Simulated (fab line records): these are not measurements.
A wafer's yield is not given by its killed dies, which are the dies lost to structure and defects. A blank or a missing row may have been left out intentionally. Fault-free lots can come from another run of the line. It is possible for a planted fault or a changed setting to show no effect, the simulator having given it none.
Comparing a struck lot with a sound one ; flow sky130 ; 43 steps out of a route of 708
Sound: these wafers, L894.1, L894.2, L894.6. Struck: wafers L904.2, L904.3. (L904.6 of the same lot was not struck and is left out.) The cause comes at the end.
Order at every step that has rows: each side's tool, ch and its chambers, its first start. Under that, the readings that differ: sound wafers ; struck wafers ; difference of the means ; sigmas: that difference in standard deviations of wafers without a fault.
alike: a reading whose means differ by less than 2 such deviations, as well as words and numbers matching on both sides. not compared: withheld readings; readings where some wafer has no value; bounds like >300 that might hide an equal value; numbers whose values overlap and for which the record gives no deviation.
A row with sigmas, a row that says differs or no value, or rows on one side alone: a step with any of these is where the two part. Numbers that don't overlap but have no deviation are shown without sigmas and don't part them. A reading that every wafer of one side lacks parts them only if that side has two wafers or more.

first, 5 steps without rows for these wafers: SKY_VIA4_COAT_06 (resist thk 1140 nm); SKY_VIA4_SOFTBAKE_07 (time 60 s); SKY_VIA4_EXPOSE_08 (exposes mask VIM4, target cd 800 nm); SKY_VIA4_PEB_09; SKY_VIA4_DEVELOP_10 (develop time 60 s).
SKY_VIA4_OVL_MEAS_11:
  struck on overlay-02, day 47 12:16; sound on overlay-01, day 44 23:08
  alike: VIA4_OVL
SKY_VIA4_ETCH_12: etches SiO2 in C4F8/O2/Ar, stops on TiN, target depth 580 nm.
  sound on rieDiel-04 ch 0,2,3, day 44 23:10; struck on rieDiel-03 ch 1,2, day 47 12:17
  alike: oesProductAu
then, 5 steps without rows for these wafers: SKY_VIA4_STRIP_13 (strips in O2/N2); SKY_VIA4_STRIP_14 (strips in post etch residue remover, time 1200 s); SKY_VIA4_CLEAN_15 (cleans in IPA, time 180 s); SKY_VIA4_CLEAN_16 (cleans in O3/DIW); SKY_VIA4_SPUTTER_17 (material TiN, target thk 20 nm, time 80 s).
SKY_VIA4_CVD_18: deposits W, target thk 505 nm, time 152.14 s.
  sound on cvdW-02 ch 0,1, day 44 23:59; struck on cvdW-02 ch 1, day 47 13:31
  alike: heaterPowerOuterW, heaterPowerW, susceptorTempC
  not compared: sinceWetCleanH
SKY_VIA4_RS_MEAS_19: the measuring method here is four-point-probe.
  struck on filmMetro-03, day 47 13:41; sound on filmMetro-01, day 45 00:08
reading;sound;struck;difference;sigmas
VIA4_W_RS (ohm/sq);0.216 0.228 0.219;0.231 0.229;+0.009;+2
SKY_VIA4_THK_MEAS_20: measures by xrf.
  struck on filmMetro-03, day 47 13:47; sound on filmMetro-01, day 45 00:15
  alike: VIA4_W_THK
then, 1 step without rows for these wafers: SKY_VIA4_CMP_21 (polishes, stops on SiO2, t overpolish 25 s, target thk 0 nm).
SKY_METAL5_SPUTTER_00: material Ti, target thk 15 nm, time 10 s.
  struck on pvdSputter-03, day 47 14:08; sound on pvdSputter-02, day 45 00:37
  alike: throttleValvePct
SKY_METAL5_SPUTTER_01: material TiN, target thk 20 nm, time 16.7 s.
  struck on pvdSputter-03, day 47 14:10; sound on pvdSputter-02, day 45 00:38
  alike: throttleValvePct
then, 1 step without rows for these wafers: SKY_METAL5_SPUTTER_02 (material AlCu, target thk 1150 nm, time 61.2 s).
SKY_METAL5_SPUTTER_03: material Ti, target thk 5 nm, time 3.408 s.
  struck on pvdSputter-03, day 47 14:14; sound on pvdSputter-02, day 45 00:43
reading;sound;struck;difference;sigmas
throttleValvePct (%);30.4 30.6 30.9;29.7 28.9;-1.3;-2
then, 1 step without rows for these wafers: SKY_METAL5_SPUTTER_04 (material TiN, target thk 70 nm, time 58.3 s).
SKY_METAL5_RS_MEAS_05: the measuring method here is four-point-probe.
  struck on filmMetro-02, day 47 14:20; sound on filmMetro-01, day 45 00:47
  alike: METAL5_ALCU_RS
SKY_METAL5_THK_MEAS_06: measures by xrf.
  struck on filmMetro-02, day 47 14:26; sound on filmMetro-01, day 45 00:54
  alike: METAL5_ALCU_THK
then, 14 steps without rows for these wafers: SKY_METAL5_DEHYDRATE_07 (time 60 s); SKY_METAL5_HMDS_08 (prime time 60 s); SKY_METAL5_COAT_09 (resist thk 1800 nm); SKY_METAL5_SOFTBAKE_10 (time 60 s); SKY_METAL5_EXPOSE_11 (exposes mask MM5, target cd 1600 nm); SKY_METAL5_PEB_12; SKY_METAL5_DEVELOP_13 (develop time 60 s); SKY_METAL5_DESCUM_14 (chemistry O2, time 11 s); SKY_METAL5_METAL_ETCH_15 (etches the open film in Cl2/BCl3, stops on SiO2, target depth 1260 nm, time 252 s); SKY_METAL5_STRIP_16 (strips in O2/N2); SKY_METAL5_STRIP_17 (strips in post etch residue remover, time 1200 s); SKY_METAL5_CLEAN_18 (cleans in IPA, time 180 s); SKY_METAL5_CLEAN_19 (cleans in O3/DIW); SKY_PASSIVATION_CVD_00 (deposits SiO2, target thk 90 nm).
SKY_PASSIVATION_THK_MEAS_01:
  struck on filmMetro-01, day 48 10:01; sound on filmMetro-01, day 45 22:53
  alike: PASSIVATION_CVD_00_THK
SKY_PASSIVATION_CVD_02: deposits Si3N4, target thk 540 nm.
  sound on pecvd-01 ch 0,1, day 45 22:57; struck on pecvd-03 ch 0,2, day 48 10:04
  alike: heaterPowerOuterW, heaterPowerW, susceptorTempC
SKY_PASSIVATION_THK_MEAS_03:
  struck on filmMetro-04, day 48 10:17; sound on filmMetro-03, day 45 23:10
  alike: PASSIVATION_CVD_02_THK
then, 2 steps without rows for these wafers: SKY_PASSIVATION_DEHYDRATE_04 (time 60 s); SKY_PASSIVATION_HMDS_05 (prime time 60 s).
SKY_PAD_OPEN_PROBE_99:
  struck on prober-02, day 50 00:21; sound on prober-02, day 47 19:25
reading;sound;struck;difference;sigmas
defectLimitedYield (%);83.1 82.5 84.1;78.3 78.7;-4.7;-2
killed_at_M4_up;7 0 2;26 28;+24;+13
killedDies;83 86 78;107 105;+24;+3
sort_bin_3_pad_short (%);0.4 0.8 1.6;2.0 2.0;+1.1;+2
sort_bin_5_function (%);8.9 10.0 9.1;13.4 13.0;+3.9;+3
sortNPass;409 406 414;385 387;-24;-3
sortYieldPct (%);83.1 82.5 84.1;78.3 78.7;-4.7;-2
model.etest.tester.sortNPass;409 406 414;385 387;-24;
model.etest.tester.sortYieldPct (%);83.13 82.52 84.15;78.25 78.66;-4.81;
model.etest.tester.sort_bin_5_pct (%);8.943 9.959 9.146;13.41 13.01;+3.86;
model.etest.tester.sort_bin_3_pct (%);0.4065 0.813 1.626;2.033 2.033;+1.085;
  alike: killed_at_M0_to_M3, killedAtContacts, killedAtFrontEnd, killedAtOther, killedOpen, killedShort, sort_bin_6_memory

## WHERE THEY PART
First at SKY_VIA4_RS_MEAS_19; last, within this record, at SKY_PAD_OPEN_PROBE_99.

WHY: the cause the simulator had injected
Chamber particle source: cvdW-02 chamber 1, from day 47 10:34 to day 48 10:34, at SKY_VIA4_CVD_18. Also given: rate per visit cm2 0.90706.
